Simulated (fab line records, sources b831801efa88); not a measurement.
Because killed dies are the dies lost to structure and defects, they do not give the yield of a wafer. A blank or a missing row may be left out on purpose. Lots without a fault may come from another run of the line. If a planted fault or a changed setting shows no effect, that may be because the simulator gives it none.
Tool commonality check    flow gf180mcu    Lots sampled 14, wafers sampled 42

## WHY THIS WAS OPENED
Flagged at GF_M4_CD_MEAS_14: reading cd nm, on 2 of 14 lots. No-fault wafers: 280.4 nm, standard deviation 1.3.
Rule: a lot gets a flag if all its wafers with a number sit over 4 standard deviations from that mean, or if no wafer of it has a number. The other lots count as sound.

lot   measured      on         cd nm (nm), wafer by wafer  flag
L406  day 23 22:13  cd sem-01  280.8 281.9 282.2           
L407  day 24 00:45  cd sem-02  279.7 279.9 279.8           
L408  day 24 12:41  cd sem-01  281.0 280.5 281.2           
L409  day 24 22:02  cd sem-02  281.1 281.5 279.7           
L410  day 24 23:51  cd sem-02  280.5 279.3 281.0           
L412  day 25 14:11  cd sem-01  281.4 281.0 281.0           
L413  day 26 03:16  cd sem-01  279.7 280.5 280.3           
L414  day 26 05:19  cd sem-02  283.6 283.0 284.9           
L417  day 27 05:05  cd sem-02  279.1 281.1 278.8           
L423  day 28 22:49  cd sem-02  281.3 279.7 281.1           
L425  day 29 12:43  cd sem-01  219.3 255.1 226.3           FLAGGED
L426  day 29 21:46  cd sem-02  217.1 148.7 148.0           FLAGGED
L427  day 29 23:25  cd sem-02  280.2 279.0 280.0           
L429  day 30 12:23  cd sem-01  281.6 282.8 280.5           
The mean of the flagged lots' numbers is 202.4 nm, -78.0 nm from the usual (-60 standard deviations).

## WHICH TOOL EACH LOT WENT THROUGH
2 process steps preceding the reading are held in the record, out of 602 steps in the route. Every cell lists first the tool, next ch and the chambers used by the sampled wafers, and last the start.
lot   flag     GF_V3_SPUTTER_21              GF_M4_EXPOSE_11
L406           pvd sputter-01, day 22 23:28  krf scanner-02 ch 0, day 23 11:15
L407           pvd sputter-01, day 23 01:20  krf scanner-01 ch 0, day 23 13:31
L408           pvd sputter-01, day 23 13:41  krf scanner-01 ch 0, day 24 02:31
L409           pvd sputter-01, day 23 23:53  krf scanner-02 ch 0, day 24 11:47
L410           pvd sputter-02, day 24 01:41  krf scanner-01 ch 0, day 24 13:08
L412           pvd sputter-01, day 24 15:50  krf scanner-02 ch 0, day 25 03:58
L413           pvd sputter-02, day 25 06:10  krf scanner-01 ch 0, day 25 17:29
L414           pvd sputter-01, day 25 07:23  krf scanner-02 ch 0, day 25 18:53
L417           pvd sputter-02, day 26 07:44  krf scanner-01 ch 0, day 26 18:49
L423           pvd sputter-02, day 28 02:35  krf scanner-01 ch 0, day 28 13:34
L425  FLAGGED  pvd sputter-02, day 28 17:34  krf scanner-02 ch 0, day 29 04:16
L426  FLAGGED  pvd sputter-03, day 29 01:32  krf scanner-02 ch 0, day 29 12:24
L427           pvd sputter-02, day 29 03:20  krf scanner-01 ch 0, day 29 14:06
L429           pvd sputter-02, day 29 16:59  krf scanner-01 ch 0, day 30 03:34
What is done by these steps:
- GF_V3_SPUTTER_21: material Ti, target thk 15 nm, time 80.02 s.
- GF_M4_EXPOSE_11: exposes mask Metal4, target cd 280 nm.
- GF_M4_CD_MEAS_14: target cd 280 nm.

## FLAGGED AGAINST TOTAL, ONE TOOL AT A TIME (gauges that did the reading follow at the end)
step              tool            lots run  flagged  share of the flagged lots  sound lots run after its first flagged lot
GF_V3_SPUTTER_21  pvd sputter-01  6         0        none                       -
GF_V3_SPUTTER_21  pvd sputter-02  7         1        some                       2 (L427,L429)
GF_V3_SPUTTER_21  pvd sputter-03  1         1        some                       0
GF_M4_EXPOSE_11   krf scanner-01  8         0        none                       -
GF_M4_EXPOSE_11   krf scanner-02  6         2        all                        0
GF_M4_CD_MEAS_14  cd sem-01       6         1        some                       1 (L429)
GF_M4_CD_MEAS_14  cd sem-02       8         1        some                       1 (L427)

## THE TABLE: WHAT IT ALLOWS
All flagged lots share 1 row of the table, namely krf scanner-02 at GF_M4_EXPOSE_11.
- krf scanner-02 at GF_M4_EXPOSE_11: 2 of its 6 lots flagged. It ran its last sound lot, L414, at day 25 18:53 and its first flagged lot, L425, at day 29 04:16: a fault with its onset between the two fits.
Just one tool remains: krf scanner-02 at GF_M4_EXPOSE_11.

## WHAT THE SIMULATOR HAD PUT IN
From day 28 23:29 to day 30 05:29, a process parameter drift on krf scanner-02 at GF_M4_EXPOSE_11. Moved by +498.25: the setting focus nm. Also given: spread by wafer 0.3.
Shown lots that were struck: L425, L426. The rule given above showed the same thing.
